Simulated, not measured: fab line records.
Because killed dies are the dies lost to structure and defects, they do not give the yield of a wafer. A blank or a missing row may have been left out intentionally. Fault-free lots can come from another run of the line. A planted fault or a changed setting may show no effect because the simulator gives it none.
fab line records -- flow sky130
[record] lots = 14, wafers = 42, lastDay = 50
route steps=708 shown FIELD_ISO@14 VIA4@660
lots that met no fault: taken from a fault-free run of the same line
startH: start of the lot's first displayed wafer, in hours after the record's first day -- waitH: hours elapsed since this lot's preceding step -- " the same as in the row above -- L1.1+2: one row covering several wafers at once -- - no value, or no start was given -- * or withheld: withheld -- < > ~ a bound
route shown NAME@n: NAME is a module with steps in the file, n the number in the route of the first one -- usual: average and standard deviation across the fault-free wafers -- same: alike in all rows -- chamber/n: place in a boat -- sites: per-site readings -- _std_site: standard deviation across them -- _edge_site: outer sites' mean less inner sites' -- radiusMm: how far each site lies from the wafer's centre -- mask NAME#n: copy n -- behind: tool/chamber where the wafer was last shaped -- hold: the reason the lot was held/the length of the hold in hours/how it ended -- device: the n, p or np transistor that did not switch -- end of line: the tests these same wafers got at the end of their route -- a step without rows: its recipe alone -- killed: count of dies lost to structure and defects at first sort (not the wafer's yield) -- map: the dies of a wafer, with x for killed, . for not killed, _ for no die there
set.NAME: the setting the step ran with; set.NAME@STEP: the setting that earlier step ran with -- model.NAME: the simulator's own value behind a step, which no gauge read
one table for each step of the route and one row for each wafer, over a sample of lots
services: when a tool's chamber went out of use (startH, in hours from the record's first day, below 0 if earlier), for how many hours, and the reason
[[steps]]
[step SKY_FIELD_ISO_CD_MEAS_13]
[recipe] targetCdNm = 150
[usual] cdNm = 149.8/1.6
lot.wafer,tool,chamber,startH,waitH,cdNm
L466.1,cdSem-01,-,48.45,-,151.1
L466.5,cdSem-01,-,48.45,-,150.7
L466.6,cdSem-01,-,48.45,-,151.7
L467.1,cdSem-02,-,52.43,-,149.0
L467.4,cdSem-02,-,52.43,-,151.2
L467.6,cdSem-02,-,52.43,-,151.0
L468.1,cdSem-02,-,57.82,-,150.3
L468.2,cdSem-02,-,57.82,-,150.3
L468.3,cdSem-02,-,57.82,-,149.2
L469.3,cdSem-02,-,65.27,-,147.6
L469.4,cdSem-02,-,65.27,-,151.2
L469.6,cdSem-02,-,65.27,-,150.3
L470.1,cdSem-01,-,70.58,-,150.7
L470.4,cdSem-01,-,70.58,-,150.6
L470.5,cdSem-01,-,70.58,-,149.8
L471.1,cdSem-02,-,70.93,-,150.7
L471.3,cdSem-02,-,70.93,-,150.1
L471.6,cdSem-02,-,70.93,-,150.2
L473.1,cdSem-01,-,81.72,-,151.9
L473.2,cdSem-01,-,81.72,-,151.6
L473.6,cdSem-01,-,81.72,-,151.5
L474.2,cdSem-01,-,86.09,-,151.2
L474.3,cdSem-01,-,86.09,-,150.6
L474.4,cdSem-01,-,86.09,-,151.6
L478.1,cdSem-02,-,110.47,-,145.2
L478.4,cdSem-02,-,110.47,-,145.8
L478.5,cdSem-02,-,110.47,-,145.4
L480.2,cdSem-02,-,118.02,-,148.6
L480.5,cdSem-02,-,118.02,-,150.0
L480.6,cdSem-02,-,118.02,-,149.8
L481.1,cdSem-01,-,121.57,-,149.9
L481.2,cdSem-01,-,121.57,-,148.5
L481.4,cdSem-01,-,121.57,-,148.9
L482.1,cdSem-02,-,128.52,-,148.1
L482.3,cdSem-02,-,128.52,-,149.3
L482.6,cdSem-02,-,128.52,-,149.7
L484.1,cdSem-02,-,141.02,-,149.6
L484.3,cdSem-02,-,141.02,-,150.5
L484.6,cdSem-02,-,141.02,-,149.8
L486.1,cdSem-01,-,150.17,-,150.8
L486.4,cdSem-01,-,150.17,-,150.9
L486.6,cdSem-01,-,150.17,-,151.5
[step SKY_FIELD_ISO_ETCH_15]
[recipe] chemistry = CHF3/O2, targetDepthNm = 180, stopOn = Si, sourceW = 580.2, biasW = 200, pressureMtorr = 40, chf3FlowSccm = 50, O2_flow_sccm = 5, timeS = 72
[usual] biasW = 200.0/0.61, drypumpMotorCurrentA = 5.6/0.52, oesProductAu = 0.944/0.0065, throttleValvePct = 8.844/0.0089
lot.wafer,tool,chamber,startH,waitH,biasW,drypumpMotorCurrentA,oesProductAu,rfHoursCounterH,throttleValvePct
L466.1,rieDiel-02,2,48.61,0.0,200.0,5.7,0.930,94,8.839
L466.5,rieDiel-02,2,48.61,0.0,199.1,5.8,0.938,-,8.838
L466.6,rieDiel-02,0,48.61,0.0,199.7,5.2,0.943,-,8.841
L467.1,rieDiel-02,2,52.59,0.0,198.9,5.8,0.945,94,8.846
L467.4,rieDiel-02,0,52.59,0.0,199.6,5.2,0.941,93,8.832
L467.6,rieDiel-02,2,52.59,0.0,199.8,5.8,0.940,-,8.846
L468.1,rieDiel-04,1,57.98,0.0,200.9,5.1,0.946,89,8.826
L468.2,rieDiel-04,0,57.98,0.0,199.2,6.3,0.941,4,8.851
L468.3,rieDiel-04,3,57.98,0.0,200.2,4.8,0.946,81,8.850
L469.3,rieDiel-01,2,65.39,0.0,200.6,5.9,0.938,124,8.843
L469.4,rieDiel-01,0,65.39,0.0,200.3,5.0,0.945,1,8.839
L469.6,rieDiel-01,3,65.39,0.0,200.9,5.7,0.939,-,8.856
L470.1,rieDiel-04,3,70.74,0.0,197.9,4.8,0.945,81,8.838
L470.4,rieDiel-04,1,70.74,0.0,200.2,5.1,0.941,89,8.854
L470.5,rieDiel-04,1,70.74,0.0,200.5,5.1,0.945,-,8.852
L471.1,rieDiel-02,2,71.09,0.0,199.8,5.8,0.948,94,8.844
L471.3,rieDiel-02,1,71.09,0.0,199.9,6.2,0.938,63,8.825
L471.6,rieDiel-02,2,71.09,0.0,201.0,5.8,0.949,-,8.826
L473.1,rieDiel-01,3,81.89,0.0,199.4,5.7,0.927,4,8.849
L473.2,rieDiel-01,1,81.89,0.0,199.3,6.5,0.933,91,8.835
L473.6,rieDiel-01,3,81.89,0.0,199.5,5.7,0.939,-,8.835
L474.2,rieDiel-04,2,86.23,0.0,199.3,5.5,0.957,37,8.841
L474.3,rieDiel-04,3,86.23,0.0,199.2,4.8,0.943,81,8.861
L474.4,rieDiel-04,0,86.23,0.0,199.7,6.3,0.951,4,8.845
L478.1,rieDiel-01,3,110.64,0.0,199.7,5.7,0.955,5,8.845
L478.4,rieDiel-01,1,110.64,0.0,200.0,6.4,0.946,92,8.846
L478.5,rieDiel-01,3,110.64,0.0,200.7,5.7,0.956,-,8.845
L480.2,rieDiel-02,1,118.16,0.0,200.2,6.1,0.947,64,8.846
L480.5,rieDiel-02,2,118.16,0.0,200.6,5.8,0.943,-,8.846
L480.6,rieDiel-02,3,118.16,0.0,200.3,5.6,0.940,-,8.840
L481.1,rieDiel-04,2,121.74,0.0,199.9,5.5,0.939,38,8.831
L481.2,rieDiel-04,1,121.74,0.0,200.1,5.0,0.946,90,8.840
L481.4,rieDiel-04,0,121.74,0.0,200.8,6.3,0.942,5,8.831
L482.1,rieDiel-04,0,128.68,0.0,200.6,6.3,0.945,5,8.839
L482.3,rieDiel-04,3,128.68,0.0,200.1,4.8,0.947,82,8.867
L482.6,rieDiel-04,3,128.68,0.0,200.1,4.8,0.945,-,8.849
L484.1,rieDiel-02,3,141.19,0.0,200.4,5.6,0.945,1,8.842
L484.3,rieDiel-02,1,141.19,0.0,199.8,6.2,0.941,65,8.836
L484.6,rieDiel-02,1,141.19,0.0,200.8,6.2,0.940,-,8.841
L486.1,rieDiel-01,0,150.34,0.0,200.0,5.0,0.941,2,8.835
L486.4,rieDiel-01,2,150.34,0.0,198.8,5.9,0.937,-,8.848
L486.6,rieDiel-01,3,150.34,0.0,200.3,5.7,0.953,-,8.850
[step SKY_FIELD_ISO_THK_MEAS_25]
[recipe] reads = SiO2_of_FIELD_ISO_CVD_24
[usual] FIELD_ISO_CVD_24_THK = 594/5.5
lot.wafer,tool,chamber,startH,waitH,FIELD_ISO_CVD_24_THK[nm]
L466.1,filmMetro-01,-,50.41,0.0,596
L466.5,filmMetro-01,-,50.41,0.0,592
L466.6,filmMetro-01,-,50.41,0.0,589
L467.1,filmMetro-01,-,54.40,0.0,592
L467.4,filmMetro-01,-,54.40,0.0,596
L467.6,filmMetro-01,-,54.40,0.0,602
L468.1,filmMetro-04,-,59.80,0.0,601
L468.2,filmMetro-04,-,59.80,0.0,600
L468.3,filmMetro-04,-,59.80,0.0,604
L469.3,filmMetro-01,-,67.26,0.1,593
L469.4,filmMetro-01,-,67.26,0.1,603
L469.6,filmMetro-01,-,67.26,0.1,596
L470.1,filmMetro-02,-,72.94,0.0,604
L470.4,filmMetro-02,-,72.94,0.0,598
L470.5,filmMetro-02,-,72.94,0.0,605
L471.1,filmMetro-02,-,73.37,0.0,593
L471.3,filmMetro-02,-,73.37,0.0,601
L471.6,filmMetro-02,-,73.37,0.0,603
L473.1,filmMetro-02,-,85.15,0.0,595
L473.2,filmMetro-02,-,85.15,0.0,595
L473.6,filmMetro-02,-,85.15,0.0,592
L474.2,filmMetro-02,-,91.51,0.0,591
L474.3,filmMetro-02,-,91.51,0.0,592
L474.4,filmMetro-02,-,91.51,0.0,595
L478.1,filmMetro-02,-,116.13,0.0,598
L478.4,filmMetro-02,-,116.13,0.0,595
L478.5,filmMetro-02,-,116.13,0.0,595
L480.2,filmMetro-02,-,120.23,0.0,591
L480.5,filmMetro-02,-,120.23,0.0,589
L480.6,filmMetro-02,-,120.23,0.0,596
L481.1,filmMetro-04,-,124.56,0.0,598
L481.2,filmMetro-04,-,124.56,0.0,589
L481.4,filmMetro-04,-,124.56,0.0,596
L482.1,filmMetro-02,-,130.88,0.0,587
L482.3,filmMetro-02,-,130.88,0.0,583
L482.6,filmMetro-02,-,130.88,0.0,591
L484.1,filmMetro-04,-,143.82,0.0,594
L484.3,filmMetro-04,-,143.82,0.0,589
L484.6,filmMetro-04,-,143.82,0.0,581
L486.1,filmMetro-04,-,153.03,0.0,590
L486.4,filmMetro-04,-,153.03,0.0,592
L486.6,filmMetro-04,-,153.03,0.0,590
[step SKY_VIA4_CMP_21]
[recipe] stopOn = SiO2, tOverpolishS = 25, downForcePsi = 3.5, platenRpm = 60, targetThkNm = 0, padVelocityMS = 0.94248
[usual] edgeZonePressureFrac = 1.001/0.0046, headPressurePsi = 3.499/0.0074, motorCurrentA = 11.5/1.2, overpolishRunS = 25.000/0.0089, slurryFlowMlMin = 150.1/0.49, timeToEndpointS = 124/4.2
lot.wafer,tool,chamber,startH,waitH,edgeZonePressureFrac,headPressurePsi,motorCurrentA,overpolishRunS,slurryFlowMlMin,timeToEndpointS
L466.1,cmp-01,2,1019.99,0.1,1.001,3.520,9.7,24.999,149.8,118
L466.5,cmp-01,1,1019.99,0.1,0.996,3.493,11.0,25.007,150.5,120
L466.6,cmp-01,2,1019.99,0.1,1.004,3.522,10.0,24.996,149.3,119
L467.1,cmp-02,2,1031.04,0.1,1.006,3.499,10.5,24.988,149.7,126
L467.4,cmp-02,3,1031.04,0.1,0.996,3.502,13.7,24.998,150.3,127
L467.6,cmp-02,3,1031.04,0.1,1.000,3.498,13.0,25.005,150.8,122
L468.2,cmp-01,3,1033.99,0.0,1.007,3.498,10.5,24.993,150.5,122
L468.3,cmp-01,1,1033.99,0.0,1.000,3.506,11.3,24.996,149.8,120
L468.1,cmp-01,2,1033.99,0.0,0.999,3.491,9.0,24.989,149.8,114
L469.4,cmp-02,0,1042.12,0.1,1.000,3.501,11.0,24.994,150.2,122
L469.3,cmp-02,1,1042.12,0.1,1.006,3.495,11.6,25.007,150.5,125
L469.6,cmp-02,0,1042.12,0.1,1.003,3.504,10.5,24.997,149.8,126
L471.3,cmp-01,3,1048.72,0.1,1.001,3.494,11.0,25.003,148.9,122
L471.1,cmp-01,1,1048.72,0.1,0.990,3.491,11.5,24.980,150.3,122
L471.6,cmp-01,3,1048.72,0.1,1.002,3.489,10.6,25.000,149.4,121
L470.1,cmp-02,2,1052.48,0.1,1.005,3.506,10.5,25.014,150.0,128
L470.4,cmp-02,0,1052.48,0.1,1.003,3.513,10.4,25.003,149.3,124
L470.5,cmp-02,1,1052.48,0.1,1.002,3.499,12.5,24.998,149.7,128
L473.1,cmp-02,0,1066.64,0.1,1.000,3.505,10.8,25.004,149.6,125
L473.2,cmp-02,2,1066.64,0.1,0.994,3.501,11.0,25.010,150.1,128
L473.6,cmp-02,0,1066.64,0.1,0.993,3.493,10.5,24.997,150.0,126
L474.4,cmp-01,0,1122.91,0.1,1.010,3.500,12.4,24.986,149.9,129
L474.3,cmp-01,1,1122.91,0.1,0.993,3.495,11.7,25.002,150.7,131
L474.2,cmp-01,2,1122.91,0.1,0.997,3.493,9.3,24.975,150.0,128
L478.4,cmp-02,3,1127.71,0.0,0.998,3.493,14.6,25.003,150.1,122
L478.1,cmp-02,0,1127.71,0.0,0.999,3.491,10.9,25.000,149.9,120
L478.5,cmp-02,0,1127.71,0.0,1.000,3.493,11.2,25.004,150.6,126
L482.3,cmp-02,1,1129.61,0.5,-,-,-,-,-,-
L482.1,cmp-02,2,1129.61,0.5,-,-,-,-,-,-
L482.6,cmp-02,0,1129.61,0.5,-,-,-,-,-,-
L481.1,cmp-01,3,1129.67,0.6,-,-,-,-,-,-
L481.2,cmp-01,1,1129.67,0.6,-,-,-,-,-,-
L481.4,cmp-01,2,1129.67,0.6,-,-,-,-,-,-
L480.2,cmp-02,3,1129.96,0.6,1.005,3.516,13.3,25.003,149.7,117
L480.6,cmp-02,0,1129.96,0.6,1.004,3.494,11.0,24.998,150.2,125
L480.5,cmp-02,1,1129.96,0.6,0.995,3.493,11.5,24.991,149.5,121
L484.3,cmp-01,0,1131.05,0.4,0.992,3.504,12.4,25.010,149.6,131
L484.1,cmp-01,1,1131.05,0.4,0.996,3.500,11.3,25.000,151.2,129
L484.6,cmp-01,0,1131.05,0.4,1.001,3.498,12.4,25.004,150.5,127
L486.1,cmp-01,1,1134.59,0.1,1.001,3.493,10.6,24.995,149.7,126
L486.4,cmp-01,2,1134.59,0.1,1.003,3.506,9.6,25.010,150.2,125
L486.6,cmp-01,2,1134.59,0.1,1.004,3.500,9.6,25.018,150.2,123
[[services]]
tool,chamber,startH,hours,kind
cmp-02,-,35.08,5.0,repair
cmp-02,-,43.88,5.0,pm
cmp-02,-,64.00,4.0,pm
cmp-01,-,102.10,7.1,pm
cmp-02,-,155.60,0.8,repair
cmp-02,-,161.82,6.9,pm
cmp-01,-,166.84,1.0,repair
cmp-01,-,192.86,1.4,repair
cmp-01,-,193.88,1.0,repair
cmp-01,-,232.00,4.0,pm
cmp-02,-,236.49,0.5,repair
cmp-02,-,242.76,1.5,repair
cmp-01,-,259.84,0.3,repair
cmp-02,-,269.07,0.8,repair
cmp-02,-,363.37,3.2,repair
cmp-02,-,404.00,4.0,pm
cmp-02,-,409.82,0.7,repair
cmp-02,-,410.67,0.3,repair
cmp-01,-,443.00,0.6,repair
cmp-02,-,470.19,2.5,repair
cmp-01,-,472.80,7.0,pm
cmp-02,-,530.82,6.0,pm
cmp-01,-,572.00,4.0,pm
cmp-02,-,613.65,0.7,repair
[[key]]
[firstSign] step = SKY_VIA4_CMP_21, reading = toolRecord, direction = missing
effect none on later readings
metAt SKY_VIA4_CMP_21
struckLots L481,L482
laterRowsLeftOut L481.1,L481.2,L481.4,L482.1,L482.3,L482.6
sortLeftOut L481.1,L481.2,L481.4,L482.1,L482.3,L482.6
notActingAt SKY_FIELD_ISO_CD_MEAS_13,SKY_FIELD_ISO_ETCH_15,SKY_FIELD_ISO_THK_MEAS_25
onsetBetween 1127.71 1129.61
[fault] kind = skippedStepWhole, tool = cmp-01,cmp-02, chamber = -, onsetH = 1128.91, steps = SKY_VIA4_CMP_21, scope = struckLotsOnly
// sortLeftOut: the simulated sort isn't trusted on such a fault, so these wafers' sort isn't shown, and their yield isn't known
// laterRowsLeftOut: the simulator's readings of these wafers behind a module that went badly wrong aren't trusted and aren't shown, but for the sort
